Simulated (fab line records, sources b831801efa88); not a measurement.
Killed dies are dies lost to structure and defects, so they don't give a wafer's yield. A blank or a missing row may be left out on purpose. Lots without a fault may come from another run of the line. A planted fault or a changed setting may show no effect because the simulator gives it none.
fab line records | flow sky130
record lots=12 wafers=36 last_day=50
route steps=708 shown CONTACT@433 METAL2@484 VIA2@522 PAD_OPEN@708
lots that met no fault: from a run of the same line without faults
start_h: hours from the record's first day to the start of the lot's first wafer shown | wait_h: hours since the lot's step before | " the same as in the row above | L1.1+2: a row that stands for several wafers | - no value, or no start given | * or withheld: withheld | < > ~ a bound
route shown NAME@n: a module of which the file shows steps, and the number in the route of the first | usual: mean/standard deviation of fault-free wafers | same: alike in all rows | chamber/n: place in a boat | sites: the reading at each site | _std_site: their standard deviation | _edge_site: outer sites' mean less inner sites' | radius_mm: how far each site lies from the wafer's centre | mask NAME#n: copy n | behind: the tool/chamber that last shaped the wafer | hold: why the lot was held/for how many hours/how that ended | device: the transistor (n, p or np) that didn't switch | end of line: the same wafers' tests at the end of the route | a step without rows: its recipe alone | killed: dies lost to structure and defects at the first sort, not the wafer's yield | map: a wafer's dies, x killed, . not, _ none there
set.NAME: the setting as run; set.NAME@STEP: as run at that earlier step | model.NAME: the simulator's own value behind a step, which no gauge read
steps of the route over a sample of lots; a table a step, a row a wafer
services: from which hour (start_h, from the record's first day; less than 0 if before it) a tool's chamber was out of use, for how many hours, and why
## steps
# step SKY_CONTACT_CMP_27
# recipe stop_on=SiO2 t_overpolish_s=15 down_force_psi=3.5 platen_rpm=60 target_thk_nm=0 pad_velocity_m_s=0.94248
# usual motor_current_A=11.1/1.3 overpolish_run_s=15.000/0.0093 time_to_endpoint_s=82/4.1
# same t_overpolish_s=15
# columns lot.wafer tool chamber start_h wait_h motor_current_A overpolish_run_s time_to_endpoint_s
L317.1 cmp-02 0 743.54 0.2 12.9 15.016 80
L317.3 " 1 " " 11.6 15.014 84
L317.5 " 1 " " 11.5 15.004 86
L318.4 cmp-01 0 753.67 0.1 10.2 15.000 87
L318.5 " 3 " " 10.9 14.999 84
L318.6 " 0 " " 10.5 14.981 83
L319.2 cmp-02 2 757.82 0.0 10.5 14.990 82
L319.4 " 3 " " 9.6 15.010 73
L319.1 " 1 " " 11.5 15.008 84
L323.2 cmp-02 0 790.02 0.1 12.6 15.001 79
L323.1 " 1 " " 11.5 14.983 87
L323.3 " 2 " " 10.2 14.989 87
L328.2 cmp-01 2 840.47 0.1 10.5 14.987 81
L328.3 " 3 " " 10.1 14.997 83
L328.6 " 0 " " 10.4 14.999 84
L330.2 cmp-01 2 861.60 0.0 9.5 14.977 79
L330.1 " 3 " " 10.2 15.004 85
L330.4 " 0 " " 10.5 14.987 86
L329.1 cmp-01 1 862.84 0.1 13.6 14.998 92
L329.3 " 2 " " 9.4 15.008 80
L329.6 " 3 " " 10.8 14.994 85
L332.3 cmp-02 3 863.86 0.1 9.9 14.997 74
L332.6 " 2 " " 9.3 14.991 81
L332.5 " 3 " " 9.8 14.998 74
L334.1 cmp-02 2 883.78 0.1 10.1 14.996 83
L334.2 " 0 " " 13.2 14.997 79
L334.5 " 2 " " 10.4 15.005 84
L335.3 cmp-02 1 888.83 0.2 11.6 14.980 87
L335.6 " 2 " " 10.9 14.998 85
L335.5 " 3 " " 9.3 15.000 79
L337.1 cmp-01 2 906.30 0.1 10.3 15.000 79
L337.3 " 3 " " 10.9 15.010 83
L337.4 " 0 " " 10.6 14.998 88
L338.2 cmp-02 2 914.26 0.3 10.7 14.995 87
L338.4 " 3 " " 10.0 14.993 80
L338.5 " 3 " " 8.9 14.990 76
# step SKY_METAL2_SPUTTER_01
# recipe material=TiN target_thk_nm=20 power_w=6500 time_s=16.7 chamber_pressure_pa=0.4
# usual throttle_valve_pct=30.2/0.93
# columns lot.wafer tool chamber start_h wait_h throttle_valve_pct
L317.1 pvd_sputter-01 - 801.41 0.0 30.8
L317.3 " - " " 31.3
L317.5 " - " " 29.4
L318.4 pvd_sputter-04 - 834.39 0.0 29.8
L318.5 " - " " 30.2
L318.6 " - " " 29.7
L319.1 pvd_sputter-04 - 835.35 0.0 28.6
L319.2 " - " " 30.3
L319.4 " - " " 29.8
L323.1 pvd_sputter-01 - 856.84 0.0 30.6
L323.2 " - " " 29.2
L323.3 " - " " 30.4
L328.2 pvd_sputter-04 - 891.54 0.0 30.1
L328.3 " - " " 28.5
L328.6 " - " " 31.4
L330.1 pvd_sputter-04 - 915.78 0.0 31.5
L330.2 " - " " 30.0
L330.4 " - " " 30.1
L329.1 pvd_sputter-04 - 917.22 0.0 30.1
L329.3 " - " " 30.1
L329.6 " - " " 30.2
L332.3 pvd_sputter-01 - 917.28 0.0 30.4
L332.5 " - " " 29.5
L332.6 " - " " 30.3
L334.1 pvd_sputter-01 - 937.90 0.0 30.5
L334.2 " - " " 29.4
L334.5 " - " " 31.2
L335.3 pvd_sputter-01 - 943.78 0.0 29.5
L335.5 " - " " 31.4
L335.6 " - " " 30.8
L337.1 pvd_sputter-04 - 958.01 0.0 31.4
L337.3 " - " " 29.9
L337.4 " - " " 30.3
L338.2 pvd_sputter-04 - 967.64 0.0 30.2
L338.4 " - " " 31.6
L338.5 " - " " 29.9
# step SKY_METAL2_DEVELOP_14
# recipe develop_time_s=60 resist=KrF-thick dev_temp_c=21
# usual developer_temp_C=20.98/0.11 resist_line_temp_C=22.99/0.12
# columns lot.wafer tool chamber start_h wait_h developer_temp_C resist_line_temp_C
L317.1 litho_track-01 0 824 - 20.71 22.93
L317.3 " 0 " " 20.71 23.21
L317.5 " 0 " " 20.79 22.88
L318.4 litho_track-04 0 848 - 20.95 22.93
L318.5 " 0 " " 20.95 23.10
L318.6 " 0 " " 21.08 22.93
L319.1 litho_track-01 0 851 - 20.85 22.95
L319.2 " 0 " " 20.92 22.87
L319.4 " 0 " " 21.04 22.96
L323.1 litho_track-03 0 881 - 20.78 23.05
L323.2 " 0 " " 20.95 22.84
L323.3 " 0 " " 20.84 22.96
L328.2 litho_track-03 0 916 - 21.74 23.04
L328.3 " 0 " " 21.68 23.07
L328.6 " 0 " " 21.89 23.14
L330.1 litho_track-01 0 940 - 20.99 22.88
L330.2 " 0 " " 21.09 22.81
L330.4 " 0 " " 20.97 22.84
L329.1 litho_track-03 0 942 - 21.87 23.03
L329.3 " 0 " " 21.94 23.14
L329.6 " 0 " " 21.77 23.14
L332.3 litho_track-04 0 942 - 21.00 22.90
L332.5 " 0 " " 21.00 22.81
L332.6 " 0 " " 20.94 22.93
L334.1 litho_track-01 0 961 - 21.04 22.97
L334.2 " 0 " " 21.01 22.89
L334.5 " 0 962 - 21.10 22.80
L335.3 litho_track-04 0 968 - 20.79 22.97
L335.5 " 0 " " 20.87 23.10
L335.6 " 0 " " 20.89 23.17
L337.1 litho_track-01 0 981 - 21.10 23.15
L337.3 " 0 " " 21.15 22.91
L337.4 " 0 " " 21.02 23.22
L338.2 litho_track-04 0 992 - 20.95 23.00
L338.4 " 0 " " 20.94 22.98
L338.5 " 0 " " 21.09 22.96
# step SKY_VIA2_ETCH_15
# recipe target=SiO2 chemistry=C4F8/O2/Ar target_depth_nm=546 stop_on=TiN mask_material=KrF-thick source_w=1500 bias_w=1200 pressure_mtorr=40 c4f8_flow_sccm=withheld O2_flow_sccm=6 Ar_flow_sccm=300 time_s=84
# usual chamber_pressure_mTorr=40.00/0.039 oes_product_au=0.939/0.0046
# columns lot.wafer tool chamber start_h wait_h chamber_pressure_mTorr oes_product_au rf_hours_counter_h
L317.1 rie_diel-02 3 862.20 0.0 40.05 0.937 10
L317.3 " 1 " " 39.98 0.936 7
L317.5 " 1 " " 40.06 0.949 -
L318.4 rie_diel-04 3 874.61 0.0 40.02 0.939 11
L318.5 " 0 " " 39.99 0.940 -
L318.6 " 3 " " 39.98 0.937 -
L319.1 rie_diel-02 2 877.63 0.0 39.98 0.935 4
L319.2 " 1 " " 40.01 0.940 7
L319.4 " 3 " " 40.01 0.939 -
L323.1 rie_diel-04 3 908.54 0.0 40.00 0.942 12
L323.2 " 2 " " 40.03 0.937 17
L323.3 " 0 " " 39.98 0.938 8
L328.2 rie_diel-03 2 943.26 0.0 39.98 0.936 26
L328.3 " 3 " " 39.97 0.940 23
L328.6 " 1 " " 40.00 0.936 -
L330.1 rie_diel-03 3 966.34 0.0 40.06 0.939 23
L330.2 " 1 " " 39.95 0.929 14
L330.4 " 2 " " 40.00 0.932 27
L329.1 rie_diel-03 3 969.71 0.0 40.03 0.941 23
L329.3 " 0 " " 39.97 0.940 18
L329.6 " 0 " " 40.02 0.946 -
L332.3 rie_diel-02 3 970.06 0.0 39.94 0.942 13
L332.5 " 1 " " 39.93 0.939 -
L332.6 " 0 " " 39.96 0.941 -
L334.1 rie_diel-04 1 987.89 0.0 39.98 0.939 9
L334.2 " 0 " " 39.99 0.936 10
L334.5 " 2 " " 39.95 0.946 -
L335.3 rie_diel-04 1 994.84 0.0 40.06 0.939 10
L335.5 " 0 " " 40.03 0.937 -
L335.6 " 1 " " 40.04 0.933 -
L337.1 rie_diel-02 2 1006.99 0.0 40.00 0.933 8
L337.3 " 0 " " 39.96 0.941 15
L337.4 " 3 " " 39.95 0.939 14
L338.2 rie_diel-04 1 1018.56 0.0 40.03 0.938 10
L338.4 " 0 " " 40.00 0.938 11
L338.5 " 2 " " 40.04 0.940 -
# step SKY_PAD_OPEN_PROBE_99
# usual defect_limited_yield=82.8/1.8 killed_at_M0_to_M3=42/5.8 killed_at_M4_up=3.0/2 killed_at_contacts=24/5.5 killed_at_front_end=15/3.9 killed_at_other=0.3/0.54 killed_dies=85/8.8 killed_open=47/6.8 killed_short=38/5.9 sort_bin_3_pad_short=0.9/0.41 sort_bin_5_function=10.1/1.4 sort_bin_6_memory=6.2/1.2 sort_n_pass=407/8.8 sort_yield_pct=82.8/1.8
# same gross_dies=492 killed_at_back_side=0 sort_bin_4_leakage[%]=0 sort_bin_8_speed[%]=0
# columns lot.wafer tool chamber start_h wait_h defect_limited_yield[%] killed_at_M0_to_M3 killed_at_M4_up killed_at_contacts killed_at_front_end killed_at_other killed_dies killed_open killed_short sort_bin_3_pad_short[%] sort_bin_5_function[%] sort_bin_6_memory[%] sort_n_pass sort_yield_pct[%]
L337.1 prober-02 - 1197.01 0.1 82.1 40 0 33 15 0 88 62 26 0.4 8.1 9.3 404 82.1
L337.3 prober-02 - 1197.11 0.2 82.5 34 4 36 10 2 86 50 35 0.4 11.2 5.9 406 82.5
L337.4 prober-02 - 1197.16 0.2 82.7 42 4 24 15 0 85 48 36 1.0 11.0 5.3 407 82.7
# killed by level:class
L337.1 CONTACT:geometric_particle:open=13 LI_CONTACT:geometric_particle:open=11 VIA3:geometric_particle:open=10 VIA2:geometric_particle:open=7 LOCAL_INTERCONNECT:geometric_particle:short=6 FIELD_ISO:geometric_particle:short=4 VIA1:geometric_particle:short=4 METAL3:geometric_particle:short=4
L337.3 LI_CONTACT:geometric_particle:open=13 CONTACT:geometric_particle:open=11 VIA1:geometric_particle:open=7 VIA3:geometric_particle:open=7 POLY_GATE:geometric_particle:short=5 LOCAL_INTERCONNECT:geometric_particle:short=5 CONTACT:geometric_particle:short=5 VIA2:geometric_particle:open=5
L337.4 VIA1:geometric_particle:open=11 LI_CONTACT:geometric_particle:open=8 METAL1:geometric_particle:short=8 CONTACT:geometric_particle:open=6 VIA1:geometric_particle:short=6 VIA2:geometric_particle:open=6 FIELD_ISO:geometric_particle:open=5 VIA3:geometric_particle:open=5
## services
# columns tool chamber start_h hours kind
cmp-02 - 744.00 4.0 pm
rie_diel-02 0 747.47 3.9 repair
pvd_sputter-04 - 766.16 1.9 repair
cmp-01 - 769.40 4.3 repair
rie_diel-04 0 775.23 25.5 repair
cmp-01 - 783.64 4.2 pm
rie_diel-04 1 786.62 15.7 repair
cmp-01 - 826.16 0.8 repair
pvd_sputter-04 - 826.58 7.5 repair
rie_diel-04 - 829.19 0.5 repair
rie_diel-02 3 829.82 18.3 repair
rie_diel-04 0 842.56 3.9 repair
cmp-02 - 850.10 7.9 pm
rie_diel-04 - 861.39 2.8 pm
rie_diel-02 0 876.63 2.7 repair
cmp-01 - 878.11 0.3 repair
rie_diel-02 1 880.34 41.1 repair
cmp-01 - 912.00 4.0 pm
cmp-01 - 914.59 1.3 repair
cmp-01 - 921.55 25.4 pm
cmp-02 - 954.50 1.0 repair
cmp-01 - 964.19 4.1 repair
cmp-02 - 968.29 5.8 pm
cmp-02 - 978.55 17.9 pm
## key
first_sign step=SKY_METAL2_DEVELOP_14 reading=developer_temp_C direction=up sigmas=7.7 usual=* struck=*
effect none on later readings
met_at SKY_METAL2_DEVELOP_14
struck_lots L328,L329
not_acting_at SKY_CONTACT_CMP_27,SKY_METAL2_SPUTTER_01,SKY_VIA2_ETCH_15
onset_between 881 916
fault kind=process_parameter_drift tool=litho_track-03 chamber=- onset_h=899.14 steps=SKY_METAL2_DEVELOP_14 channel=dev_temp_c offset=* shape=step end_h=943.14 acts_in=* stated=*
